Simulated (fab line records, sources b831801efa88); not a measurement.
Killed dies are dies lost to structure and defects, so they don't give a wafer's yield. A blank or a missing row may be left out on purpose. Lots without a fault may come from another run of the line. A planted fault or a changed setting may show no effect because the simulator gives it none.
Which tool did it? | flow gf180mcu | 13 lots, 39 wafers sampled, at 4 steps of a route of 602

WHAT THE GAUGES READ, wafer by wafer
GF_V5_THK_MEAS_25: measures by xrf. Usual: V5_W_THK 339 nm, standard deviation 6.4.
lot  | measured     | on            | V5_W_THK (nm) | flag
L701 | day 27 07:25 | film_metro-02 | 343 339 340   |
L703 | day 28 03:35 | film_metro-03 | 350 353 353   |
L705 | day 29 01:18 | film_metro-01 | 327 334 336   |
L706 | day 29 05:06 | film_metro-03 | 346 348 356   |
L707 | day 29 15:10 | film_metro-01 | 330 339 339   |
L709 | day 30 04:13 | film_metro-01 | 334 332 332   |
L710 | day 30 08:13 | film_metro-02 | 336 335 336   |
L711 | day 30 15:10 | film_metro-03 | 336 341 335   |
L712 | day 31 00:13 | film_metro-03 | 343 343 345   |
L713 | day 31 08:25 | film_metro-01 | 333 339 333   |
L718 | day 32 10:59 | film_metro-01 | 342 340 341   |
L719 | day 32 18:11 | film_metro-02 | 337 338 336   |
L720 | day 33 00:31 | film_metro-01 | 343 344 334   |

WHICH TOOL RAN EACH LOT (tool, then ch and the chambers of the sampled wafers, then the start)
lot  | GF_POLY_GATE_STRIP_14                | GF_V5_ETCH_16                      | GF_V5_STRIP_18
L701 | plasma_asher-02 ch 0,1, day 9 04:31  | rie_diel-04 ch 0,1,3, day 27 06:16 | plasma_asher-03 ch 0,1, day 27 06:25
L703 | plasma_asher-02 ch 0,1, day 9 18:31  | rie_diel-01 ch 0,2,3, day 28 02:13 | plasma_asher-02 ch 0,1, day 28 02:22
L705 | plasma_asher-03 ch 0,1, day 10 13:16 | rie_diel-02 ch 0,3, day 29 00:14   | plasma_asher-02 ch 1, day 29 00:24
L706 | plasma_asher-03 ch 0,1, day 10 20:10 | rie_diel-02 ch 0,1,3, day 29 04:03 | plasma_asher-02 ch 0,1, day 29 04:12
L707 | plasma_asher-04 ch 0,1, day 11 05:32 | rie_diel-02 ch 0,1,3, day 29 14:04 | plasma_asher-02 ch 0,1, day 29 14:13
L709 | plasma_asher-04 ch 0,1, day 11 15:37 | rie_diel-04 ch 0,1,2, day 30 03:05 | plasma_asher-02 ch 0,1, day 30 03:14
L710 | plasma_asher-02 ch 1, day 12 00:04   | rie_diel-02 ch 0,1,3, day 30 07:12 | plasma_asher-02 ch 0,1, day 30 07:21
L711 | plasma_asher-02 ch 0,1, day 12 08:20 | rie_diel-02 ch 0,1,3, day 30 14:08 | plasma_asher-03 ch 0,1, day 30 14:18
L712 | plasma_asher-04 ch 0,1, day 12 12:40 | rie_diel-02 ch 0,1, day 30 23:12   | plasma_asher-04 ch 0,1, day 30 23:21
L713 | plasma_asher-03 ch 0,1, day 12 22:55 | rie_diel-02 ch 0,1, day 31 07:19   | plasma_asher-03 ch 1, day 31 07:33
L718 | plasma_asher-02 ch 0,1, day 14 09:04 | rie_diel-02 ch 0,1,3, day 32 09:37 | plasma_asher-03 ch 0,1, day 32 09:46
L719 | plasma_asher-02 ch 0,1, day 14 18:11 | rie_diel-02 ch 2,3, day 32 17:09   | plasma_asher-03 ch 0,1, day 32 17:20
L720 | plasma_asher-02 ch 0,1, day 15 00:27 | rie_diel-04 ch 0,1,3, day 32 23:08 | plasma_asher-02 ch 0,1, day 32 23:18
- GF_POLY_GATE_STRIP_14: strips in O2/N2.
- GF_V5_ETCH_16: etches BARC in N2/H2.
- GF_V5_STRIP_18: strips in O2/N2.

WHAT THE TOOLS THEMSELVES READ (means of the sampled wafers that have a number; where no wafer has one, the mark that the record gives instead)
GF_POLY_GATE_STRIP_14. Usual: drypump_motor_current_A 5.9 A, standard deviation 0.41; heater_power_w 325 W, standard deviation 38; oes_product_au 0.504 a.u., standard deviation 0.0049.
lot  | tool            | drypump_motor_current_A (A) | heater_power_w (W) | oes_product_au (a.u.) | flag
L701 | plasma_asher-02 | 6.1                         | 369                | 0.506                 |
L703 | plasma_asher-02 | 6.1                         | 358                | 0.503                 |
L705 | plasma_asher-03 | 5.8                         | 280                | 0.501                 |
L706 | plasma_asher-03 | 5.9                         | 306                | 0.503                 |
L707 | plasma_asher-04 | 5.6                         | 325                | 0.507                 |
L709 | plasma_asher-04 | 5.6                         | 328                | 0.505                 |
L710 | plasma_asher-02 | 5.9                         | 339                | 0.497                 |
L711 | plasma_asher-02 | 6.0                         | 354                | 0.504                 |
L712 | plasma_asher-04 | 5.6                         | 322                | 0.505                 |
L713 | plasma_asher-03 | 5.9                         | 304                | 0.504                 |
L718 | plasma_asher-02 | 6.0                         | 354                | 0.499                 |
L719 | plasma_asher-02 | 6.0                         | 354                | 0.506                 |
L720 | plasma_asher-02 | 6.1                         | 362                | 0.507                 |

GF_V5_ETCH_16. Usual: drypump_motor_current_A 5.4 A, standard deviation 0.42; oes_product_au 0.854 a.u., standard deviation 0.0045; throttle_valve_pct 13.225 %, standard deviation 0.0095.
lot  | tool        | drypump_motor_current_A (A) | oes_product_au (a.u.) | throttle_valve_pct (%) | flag
L701 | rie_diel-04 | 5.4                         | 0.854                 | 13.229                 |
L703 | rie_diel-01 | 5.9                         | 0.856                 | 13.221                 |
L705 | rie_diel-02 | 5.0                         | 0.857                 | 13.227                 |
L706 | rie_diel-02 | 5.1                         | 0.853                 | 13.229                 |
L707 | rie_diel-02 | 5.1                         | 0.854                 | 13.223                 |
L709 | rie_diel-04 | 5.5                         | 0.854                 | 13.224                 |
L710 | rie_diel-02 | 5.1                         | 0.852                 | 13.228                 |
L711 | rie_diel-02 | 5.1                         | 0.854                 | 13.227                 |
L712 | rie_diel-02 | 5.2                         | 0.851                 | 13.225                 |
L713 | rie_diel-02 | 5.3                         | 0.850                 | 13.233                 |
L718 | rie_diel-02 | 5.1                         | 0.851                 | 13.222                 |
L719 | rie_diel-02 | 5.0                         | 0.857                 | 13.231                 |
L720 | rie_diel-04 | 5.4                         | 0.854                 | 13.222                 |

GF_V5_STRIP_18. Usual: drypump_motor_current_A 6.0 A, standard deviation 0.33; heater_power_w 334 W, standard deviation 36; oes_product_au 0.567 a.u., standard deviation 0.0053.
lot  | tool            | drypump_motor_current_A (A) | heater_power_w (W) | oes_product_au (a.u.) | flag
L701 | plasma_asher-03 | 5.9                         | 282                | 0.569                 |
L703 | plasma_asher-02 | 6.1                         | 363                | 0.567                 |
L705 | plasma_asher-02 | 5.9                         | 333                | 0.570                 |
L706 | plasma_asher-02 | 6.0                         | 349                | 0.565                 |
L707 | plasma_asher-02 | 6.0                         | 350                | 0.567                 |
L709 | plasma_asher-02 | 6.0                         | 352                | 0.572                 |
L710 | plasma_asher-02 | 6.1                         | 365                | 0.568                 |
L711 | plasma_asher-03 | 5.9                         | 281                | 0.565                 |
L712 | plasma_asher-04 | 6.1                         | 344                | 0.567                 |
L713 | plasma_asher-03 | 5.9                         | 256                | 0.567                 |
L718 | plasma_asher-03 | 5.9                         | 294                | 0.567                 |
L719 | plasma_asher-03 | 5.9                         | 297                | 0.570                 |
L720 | plasma_asher-02 | 6.0                         | 346                | 0.568                 |

THE ANSWER, worked out from the rows above alone
Rule: a lot is off if the mean of its wafers that have a number lies more than 3 standard deviations from the usual mean. A lot without any number at a reading at which 4 lots or more have one is off too. The other lots that the step has rows for count as sound. The gauges are gone through in route order, then the tools' own readings, and for those a lot's mean is taken as printed above. The first step at which some lot is off is used, and at that step the reading that is off furthest; a lot without a number counts as furthest.
No lot is off at any reading shown: from this, nothing can be told.

WHAT THE SIMULATOR HAD PUT IN
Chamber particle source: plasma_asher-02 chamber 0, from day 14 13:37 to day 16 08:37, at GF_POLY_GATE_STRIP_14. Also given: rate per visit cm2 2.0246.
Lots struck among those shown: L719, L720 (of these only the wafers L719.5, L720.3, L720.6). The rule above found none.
